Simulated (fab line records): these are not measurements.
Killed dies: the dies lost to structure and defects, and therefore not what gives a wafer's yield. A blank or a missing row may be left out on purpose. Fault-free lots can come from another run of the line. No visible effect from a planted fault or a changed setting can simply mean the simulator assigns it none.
Chamber matching + flow sky130 + rieDiel-03 running SKY_POLY_CUT_ETCH_10: 4 sister chambers
The step etches BARC in N2/H2, stops on SiO2, time 45.9 s, target depth 60 nm. 8 wafers are shown with their chamber, then 12 later ones without.

== EACH WAFER AND ITS CHAMBER ==
| wafer  | chamber | drypumpMotorCurrentA (A) | oesProductAu (a.u.) |
|--------|---------|--------------------------|---------------------|
| L083.4 | 2       | 4.9                      | 0.852               |
| L083.5 | 3       | 5.1                      | 0.858               |
| L083.6 | 2       | 4.8                      | 0.864               |
| L085.2 | 1       | 5.2                      | 0.860               |
| L085.6 | 3       | 5.1                      | 0.856               |
| L086.2 | 0       | 5.8                      | 0.845               |
| L086.5 | 0       | 5.8                      | 0.853               |
| L086.6 | 1       | 5.1                      | 0.852               |

== WAFERS WHOSE CHAMBER IS MISSING ==
| wafer  | drypumpMotorCurrentA (A) | oesProductAu (a.u.) |
|--------|--------------------------|---------------------|
| L088.1 | 5.8                      | 0.844               |
| L088.2 | 5.1                      | 0.855               |
| L088.3 | 4.8                      | 0.852               |
| L088.4 | 5.2                      | 0.858               |
| L088.5 | 5.1                      | 0.848               |
| L088.6 | 4.9                      | 0.853               |
| L091.1 | 5.1                      | 0.851               |
| L091.3 | 5.1                      | 0.857               |
| L091.4 | 5.8                      | 0.852               |
| L092.3 | 5.1                      | 0.857               |
| L092.4 | 5.2                      | 0.858               |
| L092.5 | 5.1                      | 0.858               |

== THE CHAMBER EACH PASSED THROUGH ==
| wafer  | from the rows above     | in truth |
|--------|-------------------------|----------|
| L088.1 | 0                       | 0        |
| L088.2 | can't be placed: 3 or 1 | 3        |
| L088.3 | 2                       | 2        |
| L088.4 | can't be placed: 1 or 3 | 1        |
| L088.5 | can't be placed: 3 or 1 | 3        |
| L088.6 | 2                       | 2        |
| L091.1 | can't be placed: 3 or 1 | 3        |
| L091.3 | can't be placed: 3 or 1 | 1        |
| L091.4 | 0                       | 0        |
| L092.3 | can't be placed: 3 or 1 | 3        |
| L092.4 | can't be placed: 1 or 3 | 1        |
| L092.5 | can't be placed: 3 or 1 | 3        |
4 of 12 placed correctly. These rows do not allow placing 8 (true chamber among the candidates in 8). Placed wrongly: 0.
How it was worked out, from the rows above alone: a wafer's distance from a chamber is the root of the sum, over the readings, of the square of ((its reading less the chamber's mean) divided by the reading's scatter). If the next closest chamber is less than 2 further off than the closest, the wafer can't be placed; otherwise it belongs to the closest. A chamber's mean is the mean of its shown wafers. The scatter: the root of (the sum of the squares of (reading less its chamber's mean) over the shown wafers, divided by (wafers less chambers)).
